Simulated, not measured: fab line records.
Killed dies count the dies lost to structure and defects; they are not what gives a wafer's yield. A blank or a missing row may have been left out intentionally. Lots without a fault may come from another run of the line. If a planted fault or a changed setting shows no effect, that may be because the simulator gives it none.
Problem report, 8D (eight disciplines) form, completed by code -- flow sfq_line -- the parts of the form that need people (team, actions taken, sign-off) are left out

== 1. WHAT WENT WRONG ==
At SFQ_TRILAYER_L0_LITHO_COAT_010, spin_speed_rpm averages 2841.4 rpm over 6 wafers from 2 lots, while fault-free wafers read 2999.6 rpm, standard deviation 1.9. That puts it -83 standard deviations away from the usual mean.
The step: resist thk 62 nm.
The first sign was on wafer L249.1 at day 2 18:44, on litho_track-04. The record has a number at this step for 18 wafers belonging to 6 lots. The rule behind "out" and "out of limits": a value lying over 4 standard deviations away from the usual mean. Any other wafer with a number is counted as sound.

== 2. WHAT IT IS AND WHAT IT IS NOT ==
question,is,is not
which readings at this step,spin_speed_rpm,-
which lots,"L249, L250","L246, L248, L261, L262"
which wafers of those lots,all that have a number,-
read on which tools,litho_track-04,"litho_track-02, litho_track-03"
when,from day 2 18:44,"up to then (6 sound wafers); but 6 sound wafers of L261, L262 came after"

== 3. THE SUSPECTS, EACH WITH WHAT RULES IT OUT ==
Counting: a tool at any process step up to the reading remains a suspect when it ran all the lots that are out and ran no sound lot after the first of those.
- litho_track-04 at SFQ_TRILAYER_L0_LITHO_COAT_010 (resist thk 62 nm): ruled out as a lasting fault. Following L249 (day 2 18:44), the first lot on it that is out, the sound lots L262 were run on it.
Left after counting: nothing in the record.

== 4. THE CAUSE (what the simulator had put in) ==
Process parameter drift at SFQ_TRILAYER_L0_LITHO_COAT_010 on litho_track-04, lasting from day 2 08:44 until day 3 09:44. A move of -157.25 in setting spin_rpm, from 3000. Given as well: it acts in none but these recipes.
Counting ruled it out, wrongly.

== 5. THE CHAIN OF EFFECTS, in route order ==
Rows list readings where the struck wafers' mean (over those with a number) sits beyond 3 standard deviations from the usual. Only readings for which the record gives a usual standard deviation are gone through. hours: the time from each lot's start at the first step in this table that gives one to its start at this step, as a median over the lots. sigmas: the change in usual standard deviations.
hours,step,reading,usual,on struck wafers,change,sigmas
0,SFQ_TRILAYER_L0_LITHO_COAT_010,spin_speed_rpm,2999.6 rpm,2841.4,-158.2,-83
The process steps in it:
- SFQ_TRILAYER_L0_LITHO_COAT_010: resist thk 62 nm.

== 6. HOW IT WOULD HAVE BEEN CAUGHT EARLIER ==
In this record the first reading out of limits was taken at day 2 18:44, 10 hours after the fault began at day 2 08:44.
